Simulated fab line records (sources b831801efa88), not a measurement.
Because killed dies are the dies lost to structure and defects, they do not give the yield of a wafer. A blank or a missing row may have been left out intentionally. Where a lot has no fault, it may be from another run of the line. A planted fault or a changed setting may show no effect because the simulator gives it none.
fab line records -- flow sfq-line
record lots=14, wafers=41, last-day=83
route steps=325 shown L0@14 I0@53 M2@90
lots that met no fault: from a run of the same line without faults
start-h: start of the lot's first displayed wafer, in hours after the record's first day -- wait-h: time in hours since the lot's previous step -- " the same as in the row above -- L1.1+2: a row that stands for several wafers -- - no value, or no start was given -- * or withheld: withheld -- < > ~ a bound
route shown NAME@n: a module of which the file shows steps, and the number in the route of the first -- usual: the fault-free wafers' mean and standard deviation -- same: alike in all rows -- chamber/n: place in a boat -- sites: per-site readings -- _std_site: the values' standard deviation -- _edge_site: outer sites' mean less inner sites' -- radius-mm: for every site, how far away it sits from the centre of the wafer -- mask NAME#n: copy n -- behind: tool/chamber where the wafer was last shaped -- hold: the reason the lot was held/the length of the hold in hours/how it ended -- device: which transistor (n, p or np) failed to switch -- end of line: the same wafers' tests at the end of the route -- step lacking rows: just its recipe -- killed: dies lost to structure and defects at the first sort, not the wafer's yield -- map: per-die view of a wafer (x killed, . not killed, _ where there is no die)
set.NAME: the run value of the setting; set.NAME@STEP: its run value at that earlier step -- model.NAME: the simulator's own value behind a step, which no gauge read
one table for each step of the route and one row for each wafer, over a sample of lots
services: when a tool's chamber went out of use (start-h, in hours from the record's first day, below 0 if earlier), for how many hours, and the reason
## steps
# step SFQ_TRILAYER_L0_STRIP_STRIP_009
# recipe gas=O2, power-w=200, platen-temp-c=40, overash-fraction=0.65, chemistry=O2, pressure-mtorr=50
# usual drypump-motor-current-A=5.6/0.51, oes-product-au=1.001/0.0072
lot.wafer,tool,chamber,start-h,wait-h,drypump-motor-current-A,oes-product-au,rf-hours-counter-h
L839.2,rie-metal-02,1,82.31,0.0,6.0,0.988,165
L839.5,rie-metal-02,1,82.31,0.0,6.0,0.989,-
L839.6,rie-metal-02,0,82.31,0.0,6.6,0.991,-
L840.2,rie-metal-01,0,89.51,0.0,5.3,1.006,25
L840.5,rie-metal-01,1,89.51,0.0,5.7,0.994,-
L840.6,rie-metal-01,0,89.51,0.0,5.3,1.007,-
L841.1,rie-metal-02,1,94.31,0.0,5.9,0.995,167
L841.4,rie-metal-02,0,94.31,0.0,6.6,0.984,-
L841.5,rie-metal-02,1,94.31,0.0,5.9,0.985,-
L842.1,rie-metal-03,1,97.91,0.0,5.0,1.011,76
L842.2,rie-metal-03,0,97.91,0.0,6.0,0.992,195
L842.3,rie-metal-03,1,97.91,0.0,5.0,0.998,-
L843.1,rie-metal-03,1,102.71,0.0,5.0,1.006,77
L843.4,rie-metal-03,0,102.71,0.0,5.9,0.986,-
L843.6,rie-metal-03,1,102.71,0.0,5.0,1.007,-
L844.1,rie-metal-03,1,105.11,0.0,5.0,1.014,78
L844.3,rie-metal-03,1,105.11,0.0,5.0,1.006,-
L844.5,rie-metal-03,1,105.11,0.0,5.0,1.009,-
L845.1,rie-metal-02,0,106.31,0.0,6.6,0.992,80
L845.3,rie-metal-02,1,106.31,0.0,6.0,1.006,-
L845.6,rie-metal-02,0,106.31,0.0,6.6,0.994,-
L846.1,rie-metal-03,1,111.64,0.0,5.0,0.996,78
L846.5,rie-metal-03,0,111.64,0.0,5.9,0.994,-
L846.6,rie-metal-03,1,111.64,0.0,5.0,0.996,-
L847.1,rie-metal-01,0,120.04,0.0,5.3,1.006,30
L847.4,rie-metal-01,0,120.04,0.0,5.3,0.998,-
L847.6,rie-metal-01,0,120.04,0.0,5.3,0.995,-
L848.4,rie-metal-03,0,126.24,0.2,6.0,1.006,-
L848.5,rie-metal-03,0,126.24,0.2,6.0,0.996,-
L848.6,rie-metal-03,1,126.24,0.2,5.0,1.011,-
L855.2,rie-metal-01,1,169.29,0.0,5.7,1.007,15
L855.5,rie-metal-01,0,169.29,0.0,5.3,1.002,-
L855.6,rie-metal-01,1,169.29,0.0,5.7,0.999,-
L860.1,rie-metal-03,1,196.44,0.0,5.0,0.999,97
L860.5,rie-metal-03,0,196.44,0.0,6.0,1.008,-
L861.1,rie-metal-03,1,202.44,0.0,5.0,0.998,99
L861.2,rie-metal-03,0,202.44,0.0,5.9,1.002,9
L861.6,rie-metal-03,0,202.44,0.0,5.9,1.003,-
L862.4,rie-metal-01,1,207.44,0.2,5.7,1.008,-
L862.5,rie-metal-01,0,207.44,0.2,5.3,1.002,-
L862.6,rie-metal-01,1,207.44,0.2,5.7,1.000,-
# step SFQ_I0_OVL_MEAS_908
# usual I0_OVL=-4/5.4
lot.wafer,tool,chamber,start-h,wait-h,I0_OVL[nm]
L839.2,overlay-01,-,285.89,0.1,-3
L839.5,overlay-01,-,285.89,0.1,1
L839.6,overlay-01,-,285.89,0.1,-6
L840.2,overlay-02,-,288.29,0.1,-13
L840.5,overlay-02,-,288.29,0.1,-16
L840.6,overlay-02,-,288.29,0.1,-6
L841.1,overlay-02,-,289.73,0.1,-6
L841.4,overlay-02,-,289.73,0.1,-4
L841.5,overlay-02,-,289.73,0.1,-10
L842.1,overlay-01,-,294.53,0.1,-6
L842.2,overlay-01,-,294.53,0.1,-12
L842.3,overlay-01,-,294.53,0.1,-4
L843.1,overlay-01,-,304.13,0.1,-4
L843.4,overlay-01,-,304.13,0.1,-12
L843.6,overlay-01,-,304.13,0.1,-4
L844.1,overlay-01,-,305.33,0.1,-2
L844.3,overlay-01,-,305.33,0.1,-8
L844.5,overlay-01,-,305.33,0.1,-1
L845.1,overlay-01,-,310.13,0.1,2
L845.3,overlay-01,-,310.13,0.1,0
L845.6,overlay-01,-,310.13,0.1,0
L846.1,overlay-02,-,316.13,0.1,-2
L846.5,overlay-02,-,316.13,0.1,-1
L846.6,overlay-02,-,316.13,0.1,2
L847.1,overlay-01,-,327.81,0.1,-6
L847.4,overlay-01,-,327.81,0.1,-2
L847.6,overlay-01,-,327.81,0.1,1
L848.4,overlay-01,-,338.63,0.1,-10
L848.5,overlay-01,-,338.63,0.1,-7
L848.6,overlay-01,-,338.63,0.1,-8
L855.2,overlay-01,-,371.77,0.1,4
L855.5,overlay-01,-,371.77,0.1,2
L855.6,overlay-01,-,371.77,0.1,3
L860.1,overlay-02,-,401.97,0.1,-4
L860.5,overlay-02,-,401.97,0.1,-2
L861.1,overlay-01,-,404.61,0.1,-3
L861.2,overlay-01,-,404.61,0.1,-1
L861.6,overlay-01,-,404.61,0.1,-8
L862.4,overlay-02,-,407.63,0.1,2
L862.5,overlay-02,-,407.63,0.1,1
L862.6,overlay-02,-,407.63,0.1,-4
# step SFQ_M2_RS_MEAS_914
# recipe thk-meas-gauge=four-point-probe, reads=Nb_of_TRILAYER_M2_DEP_SPUTTER_055
# usual M2_NB_RS=0.895/0.01
lot.wafer,tool,chamber,start-h,wait-h,M2_NB_RS[ohm/sq]
L839.2,film-metro-01,-,473.67,0.1,0.897
L839.5,film-metro-01,-,473.67,0.1,0.901
L839.6,film-metro-01,-,473.67,0.1,0.899
L840.2,film-metro-01,-,481.98,0.1,0.906
L840.5,film-metro-01,-,481.98,0.1,0.911
L840.6,film-metro-01,-,481.98,0.1,0.908
L841.1,film-metro-01,-,491.56,0.0,0.899
L841.4,film-metro-01,-,491.56,0.0,0.898
L841.5,film-metro-01,-,491.56,0.0,0.896
L842.1,film-metro-03,-,496.36,0.0,0.895
L842.2,film-metro-03,-,496.36,0.0,0.897
L842.3,film-metro-03,-,496.36,0.0,0.896
L843.1,film-metro-02,-,503.69,0.0,0.908
L843.4,film-metro-02,-,503.69,0.0,0.913
L843.6,film-metro-02,-,503.69,0.0,0.903
L844.1,film-metro-03,-,552.28,0.0,0.879
L844.3,film-metro-03,-,552.28,0.0,0.878
L844.5,film-metro-03,-,552.28,0.0,0.873
L845.1,film-metro-03,-,603.88,0.0,0.889
L845.3,film-metro-03,-,603.88,0.0,0.893
L845.6,film-metro-03,-,603.88,0.0,0.894
L846.1,film-metro-01,-,610.02,0.0,0.885
L846.5,film-metro-01,-,610.02,0.0,0.882
L846.6,film-metro-01,-,610.02,0.0,0.883
L847.1,film-metro-02,-,620.91,0.0,0.892
L847.4,film-metro-02,-,620.91,0.0,0.898
L847.6,film-metro-02,-,620.91,0.0,0.888
L848.4,film-metro-01,-,631.77,0.1,0.918
L848.5,film-metro-01,-,631.77,0.1,0.917
L848.6,film-metro-01,-,631.77,0.1,0.925
L855.2,film-metro-03,-,684.45,0.1,0.898
L855.5,film-metro-03,-,684.45,0.1,0.897
L855.6,film-metro-03,-,684.45,0.1,0.907
L860.1,film-metro-03,-,714.31,0.0,0.885
L860.5,film-metro-03,-,714.31,0.0,0.887
L861.1,film-metro-03,-,721.51,0.0,0.888
L861.2,film-metro-03,-,721.51,0.0,0.892
L861.6,film-metro-03,-,721.51,0.0,0.904
L862.4,film-metro-02,-,723.97,0.1,0.880
L862.5,film-metro-02,-,723.97,0.1,0.884
L862.6,film-metro-02,-,723.97,0.1,0.884
# step SFQ_TRILAYER_M2_ETCH_METAL_ETCH_060
# recipe target=Nb, stop-on=SiO2, mask-material=PR, chemistry=Cl2/Ar, target-depth-nm=240, icp-w=600, bias-w=80, pressure-mtorr=10, time-s=120
# usual drypump-motor-current-A=5.6/0.43, oes-product-au=0.892/0.0066, run-length-s=148.1/0.66
lot.wafer,tool,chamber,start-h,wait-h,drypump-motor-current-A,oes-product-au,rf-hours-counter-h,run-length-s
L839.2,rie-metal-03,0,476.17,0.0,6.0,0.886,49,148.4
L839.5,rie-metal-03,1,476.17,0.0,5.0,0.884,-,148.0
L839.6,rie-metal-03,0,476.17,0.0,6.0,0.887,-,148.1
L840.2,rie-metal-01,0,503.57,0.0,5.3,0.882,96,147.9
L840.5,rie-metal-01,0,503.57,0.0,5.3,0.883,-,148.4
L840.6,rie-metal-01,1,503.57,0.0,5.7,0.890,-,147.7
L841.1,rie-metal-03,1,504.77,0.0,5.0,0.890,144,147.6
L841.4,rie-metal-03,1,504.77,0.0,5.0,0.889,-,147.6
L841.5,rie-metal-03,1,504.77,0.0,5.0,0.897,-,148.2
L842.1,rie-metal-04,1,510.01,0.1,5.3,0.898,35,150.5
L842.2,rie-metal-04,0,510.01,0.1,6.2,0.892,31,150.5
L842.3,rie-metal-04,0,510.01,0.1,6.2,0.894,-,150.6
L843.1,rie-metal-03,0,511.19,0.0,6.0,0.891,53,148.5
L843.4,rie-metal-03,1,511.19,0.0,5.0,0.885,-,147.9
L843.6,rie-metal-03,0,511.19,0.0,5.9,0.886,-,148.6
L844.1,rie-metal-01,0,555.69,0.0,5.3,0.904,100,148.0
L844.3,rie-metal-01,0,555.69,0.0,5.3,0.895,-,148.4
L844.5,rie-metal-01,1,555.69,0.0,5.7,0.907,-,147.6
L845.1,rie-metal-03,0,606.94,0.0,5.9,0.898,69,148.5
L845.3,rie-metal-03,0,606.94,0.0,5.9,0.886,-,148.7
L845.6,rie-metal-03,0,606.94,0.0,6.0,0.895,-,148.8
L846.1,rie-metal-03,0,613.92,0.0,6.0,0.894,70,148.2
L846.5,rie-metal-03,1,613.92,0.0,5.0,0.903,-,147.5
L846.6,rie-metal-03,0,613.92,0.0,6.0,0.893,-,148.8
L847.1,rie-metal-03,1,623.82,0.0,5.0,0.901,3,147.7
L847.4,rie-metal-03,1,623.82,0.0,5.0,0.890,-,148.0
L847.6,rie-metal-03,0,623.82,0.0,5.9,0.894,-,148.1
L848.4,rie-metal-03,1,634.80,0.1,5.0,0.882,-,147.5
L848.5,rie-metal-03,0,634.80,0.1,5.9,0.885,-,148.2
L848.6,rie-metal-03,1,634.80,0.1,5.0,0.882,-,148.3
L855.2,rie-metal-03,1,687.24,0.0,5.0,0.876,14,147.6
L855.5,rie-metal-03,1,687.24,0.0,5.0,0.891,-,148.1
L855.6,rie-metal-03,0,687.24,0.0,6.0,0.955,-,140.1
L860.1,rie-metal-03,0,718.56,0.0,6.0,0.967,88,139.6
L860.5,rie-metal-03,1,718.56,0.0,5.0,0.903,-,147.5
L861.1,rie-metal-04,0,736.45,0.0,6.2,0.892,61,147.8
L861.2,rie-metal-04,1,736.45,0.0,5.3,0.897,65,147.7
L861.6,rie-metal-04,0,736.45,0.0,6.2,0.882,-,147.2
L862.4,rie-metal-04,1,738.89,0.1,5.3,0.897,-,148.2
L862.5,rie-metal-04,0,738.89,0.1,6.2,0.894,-,147.5
L862.6,rie-metal-04,1,738.89,0.1,5.3,0.899,-,148.0
## services
tool,chamber,start-h,hours,kind
rie-metal-02,-,73.26,2.8,pm
rie-metal-04,1,88.19,8.9,repair
rie-metal-04,1,139.16,17.7,repair
rie-metal-03,0,147.71,-,clean
rie-metal-03,0,147.71,14.8,scheduled-down
rie-metal-03,0,147.71,14.8,vent-cycle
rie-metal-04,0,185.20,5.8,repair
rie-metal-02,-,198.75,21.4,repair
rie-metal-02,-,199.00,1.1,repair
rie-metal-01,-,201.08,2.8,pm
rie-metal-03,-,239.28,28.1,pm
rie-metal-01,1,335.83,6.1,repair
rie-metal-03,0,443.73,8.6,repair
rie-metal-02,0,455.97,6.4,repair
rie-metal-02,1,461.80,3.8,repair
rie-metal-04,-,507.70,0.7,repair
rie-metal-01,-,508.64,15.6,pm
rie-metal-04,-,510.98,2.8,pm
rie-metal-02,1,559.29,4.9,repair
rie-metal-03,1,577.97,-,clean
rie-metal-03,0,616.56,1.3,repair
rie-metal-04,-,621.53,0.4,repair
rie-metal-04,-,713.63,0.6,repair
rie-metal-02,1,738.27,6.8,repair
## key
first-sign step=SFQ_TRILAYER_M2_ETCH_METAL_ETCH_060, reading=run-length-s, direction=down, sigmas=12, usual=*, struck=*
effect step=SFQ_TRILAYER_M2_ETCH_METAL_ETCH_060, reading=oes-product-au, direction=up, sigmas=10, usual=0.892, struck=0.961
met-at SFQ_TRILAYER_M2_ETCH_METAL_ETCH_060
struck-lots L855,L860
struck-wafers L855.6,L860.1
not-acting-at SFQ_TRILAYER_L0_STRIP_STRIP_009,SFQ_I0_OVL_MEAS_908,SFQ_M2_RS_MEAS_914
onset-between 634.80 687.24
fault kind=process-parameter-drift, tool=rie-metal-03, chamber=-, onset-h=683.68, steps=SFQ_TRILAYER_M2_ETCH_METAL_ETCH_060, channel=time-s, offset=*, shape=step, end-h=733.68, scope=struck-wafers-only, acts-in=*, stated=*
